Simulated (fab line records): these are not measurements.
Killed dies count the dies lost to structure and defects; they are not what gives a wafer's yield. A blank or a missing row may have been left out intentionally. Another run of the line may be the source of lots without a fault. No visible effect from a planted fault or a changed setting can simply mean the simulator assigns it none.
Shared-tool check + flow sky130 + Sample size 10 lots and 30 wafers

## THE REASON FOR OPENING IT
At SKY_METAL1_RS_MEAS_05 the reading METAL1_ALCU_RS is flagged on 2 of 10 lots. Fault-free wafers read 0.1267 ohm/sq, with a standard deviation of 0.0016.
Rule: a lot is flagged in two cases, either no wafer of it has a number, or all its wafers with numbers fall more than 4 standard deviations from that mean. All remaining lots are regarded as sound.

| lot  | measured     | on            | METAL1_ALCU_RS (ohm/sq), wafer by wafer | flag    |
|------|--------------|---------------|-----------------------------------------|---------|
| L985 | day 31 12:03 | film_metro-04 | 0.1267 0.1295 0.1277                    |         |
| L987 | day 31 18:25 | film_metro-02 | 0.1255 0.1265 0.1255                    |         |
| L988 | day 32 01:59 | film_metro-01 | 0.1300 0.1286 0.1293                    |         |
| L992 | day 33 09:38 | film_metro-01 | 0.1248 0.1266 0.1257                    |         |
| L101 | day 37 06:22 | film_metro-02 | 0.1260 0.1270 0.1264                    |         |
| L100 | day 37 17:17 | film_metro-01 | 0.1017 0.1017 0.1010                    | FLAGGED |
| L102 | day 37 18:49 | film_metro-04 | 0.1026 0.1031 0.1027                    | FLAGGED |
| L105 | day 38 06:49 | film_metro-04 | 0.1296 0.1254 0.1270                    |         |
| L106 | day 38 08:36 | film_metro-02 | 0.1249 0.1253 0.1243                    |         |
| L107 | day 38 18:54 | film_metro-01 | 0.1253 0.1260 0.1277                    |         |
The numbers of the flagged lots are 0.1021 ohm/sq on average: -0.0246 ohm/sq against the usual, or -15 standard deviations.

## EACH LOT AND THE TOOL IT RAN ON
2 process steps preceding the reading are held in the record, out of 708 steps in the route. In each cell: the tool, then ch and the chambers that the sampled wafers went through, then the start.
| lot  | flag    | SKY_LOCAL_INTERCONNECT_ETCH_13    | SKY_METAL1_SPUTTER_02        |
|------|---------|-----------------------------------|------------------------------|
| L985 |         | rie_metal-03 ch 0,1, day 30 05:16 | pvd_sputter-02, day 31 11:58 |
| L987 |         | rie_metal-02 ch 0,1, day 30 10:58 | pvd_sputter-01, day 31 18:16 |
| L988 |         | rie_metal-04 ch 0,1, day 30 19:55 | pvd_sputter-02, day 32 01:53 |
| L992 |         | rie_metal-04 ch 0, day 32 03:28   | pvd_sputter-01, day 33 09:32 |
| L101 |         | rie_metal-04 ch 0,1, day 36 01:34 | pvd_sputter-01, day 37 06:16 |
| L100 | FLAGGED | rie_metal-03 ch 0,1, day 36 11:55 | pvd_sputter-01, day 37 17:11 |
| L102 | FLAGGED | rie_metal-04 ch 0, day 36 13:40   | pvd_sputter-01, day 37 18:43 |
| L105 |         | rie_metal-03 ch 0,1, day 37 02:24 | pvd_sputter-02, day 38 06:43 |
| L106 |         | rie_metal-04 ch 0,1, day 37 03:21 | pvd_sputter-04, day 38 08:31 |
| L107 |         | rie_metal-04 ch 0,1, day 37 13:28 | pvd_sputter-04, day 38 18:49 |
What the steps here do:
- SKY_LOCAL_INTERCONNECT_ETCH_13: etches BARC in N2/H2, stops on SiO2, time 45.9 s, target depth 60 nm.
- SKY_METAL1_SPUTTER_02: material AlCu, target thk 250 nm, time 13.3 s.
- SKY_METAL1_RS_MEAS_05: measures by four-point-probe.

## FLAGGED AGAINST TOTAL, ONE TOOL AT A TIME (gauges that did the reading follow at the end)
| step                           | tool           | lots run | flagged | share of the flagged lots | sound lots run after its first flagged lot |
|--------------------------------|----------------|----------|---------|---------------------------|--------------------------------------------|
| SKY_LOCAL_INTERCONNECT_ETCH_13 | rie_metal-02   | 1        | 0       | none                      | -                                          |
| SKY_LOCAL_INTERCONNECT_ETCH_13 | rie_metal-03   | 3        | 1       | some                      | 1 (L105)                                   |
| SKY_LOCAL_INTERCONNECT_ETCH_13 | rie_metal-04   | 6        | 1       | some                      | 2 (L106,L107)                              |
| SKY_METAL1_SPUTTER_02          | pvd_sputter-01 | 5        | 2       | all                       | 0                                          |
| SKY_METAL1_SPUTTER_02          | pvd_sputter-02 | 3        | 0       | none                      | -                                          |
| SKY_METAL1_SPUTTER_02          | pvd_sputter-04 | 2        | 0       | none                      | -                                          |
| SKY_METAL1_RS_MEAS_05          | film_metro-01  | 4        | 1       | some                      | 1 (L107)                                   |
| SKY_METAL1_RS_MEAS_05          | film_metro-02  | 3        | 0       | none                      | -                                          |
| SKY_METAL1_RS_MEAS_05          | film_metro-04  | 3        | 1       | some                      | 1 (L105)                                   |

## THE TABLE: WHAT IT ALLOWS
1 row of the table ran every flagged lot: pvd_sputter-01 at SKY_METAL1_SPUTTER_02.
- pvd_sputter-01 at SKY_METAL1_SPUTTER_02 ran 5 lots, 2 of them flagged. It ran its last sound lot, L101, at day 37 06:16 and its first flagged lot, L100, at day 37 17:11: a fault with its onset between the two fits. Its own readings lie more than 4 standard deviations out on every wafer of the flagged lots: cathode_dc_power_W.
What remains is a single tool, pvd_sputter-01 at SKY_METAL1_SPUTTER_02.

## WHAT WAS PUT IN BY THE SIMULATOR
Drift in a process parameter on pvd_sputter-01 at SKY_METAL1_SPUTTER_02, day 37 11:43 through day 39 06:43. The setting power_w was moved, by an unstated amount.
Struck lots among those shown: L100, L102. The rule above reached the same finding.
